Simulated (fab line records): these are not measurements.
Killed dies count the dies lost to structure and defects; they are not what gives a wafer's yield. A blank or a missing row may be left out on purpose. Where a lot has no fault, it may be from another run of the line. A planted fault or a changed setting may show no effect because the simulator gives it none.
A lot that was struck, set against a sound lot | flow sky130 | 14 steps out of a route of 708
Sound: the wafers L536.2, L536.4, L536.5. Wafers struck: L529.1, L529.2, L529.3. The cause is given at the end.
For every step that has rows: the tool of each side, followed by ch and its chambers, followed by its first start. Under that, the readings that differ: sound wafers | struck wafers | difference of the means | sigmas: that difference in standard deviations of wafers without a fault.
alike: readings whose means differ by less than 2 such deviations, and words and numbers that are the same on both sides. not compared: withheld readings, readings that some wafer has no value for, bounds like >300 that may hide the same value, and numbers for which the record gives no deviation and whose values overlap.
Wherever a step has rows on one side only, a row that says differs or no value, or a row with sigmas, the two part there. Numbers that have no deviation but don't overlap get no sigmas and don't part them. Lack of a reading on every wafer of one side parts them only where that side has two or more wafers.

SKY_METAL1_THK_MEAS_06: measures by xrf.
  sound: film-metro-03 at day 37 08:20; struck: film-metro-03 at day 35 01:37
  alike: METAL1_ALCU_THK
then, 8 steps without rows for these wafers: SKY_METAL1_DEHYDRATE_07 (time 60 s); SKY_METAL1_HMDS_08 (prime time 60 s); SKY_METAL1_COAT_09 (resist thk 60 nm); SKY_METAL1_COAT_10 (resist thk 450 nm); SKY_METAL1_SOFTBAKE_11 (time 90 s); SKY_METAL1_EXPOSE_12 (exposes mask MM1, target cd 140 nm); SKY_METAL1_PEB_13; SKY_METAL1_DEVELOP_14 (develop time 60 s).
SKY_METAL1_CD_MEAS_15 targets a cd of 140 nm.
  sound: cd-sem-02 at day 38 09:29; struck: cd-sem-01 at day 36 03:23
  alike: cd-nm
SKY_METAL1_OVL_MEAS_16:
  sound: overlay-02 at day 38 09:35; struck: overlay-02 at day 36 03:30
  alike: METAL1_OVL
SKY_METAL1_DESCUM_17: chemistry O2, time 8 s.
  sound on rie-metal-01 ch 0,1, day 38 09:37; struck on rie-metal-02 ch 0, day 36 03:32
  alike: drypump-motor-current-A, oes-product-au
  not compared: rf-hours-counter-h
SKY_METAL1_ETCH_18: etches BARC in N2/H2, stops on SiO2, time 45.9 s, target depth 60 nm.
  sound on rie-metal-01 ch 0,1, day 38 09:39; struck on rie-metal-02 ch 0, day 36 03:36
  reading                                       | sound             | struck            | difference | sigmas
  rf-fwd-power-W (W)                            | 493.1 492.5 494.9 | 574.0 575.2 576.2 | +81.6      | +51
  model.KrF-thick_of_METAL1_COAT_10.thk-nm (nm) | 394 393 392.1     | 385.3 384.7 385.8 | -7.8       |
  alike: drypump-motor-current-A, oes-product-au, throttle-valve-pct
  not compared: rf-hours-counter-h
SKY_METAL1_METAL_ETCH_19: etches the open film in Cl2/BCl3, stops on SiO2, target depth 360 nm, time 78 s.
  sound on rie-metal-01 ch 0,1, day 38 09:43; struck on rie-metal-02 ch 0, day 36 03:44
  alike: drypump-motor-current-A, oes-product-au, rf-fwd-power-W, throttle-valve-pct
  not compared: rf-hours-counter-h

## WHERE THEY PART
SKY_METAL1_ETCH_18 only, going by this record. Later steps at which nothing parts them and some readings are alike: SKY_METAL1_METAL_ETCH_19.

WHY: the cause the simulator had injected
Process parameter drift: rie-metal-02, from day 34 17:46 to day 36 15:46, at SKY_METAL1_ETCH_18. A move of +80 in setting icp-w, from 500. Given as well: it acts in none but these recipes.
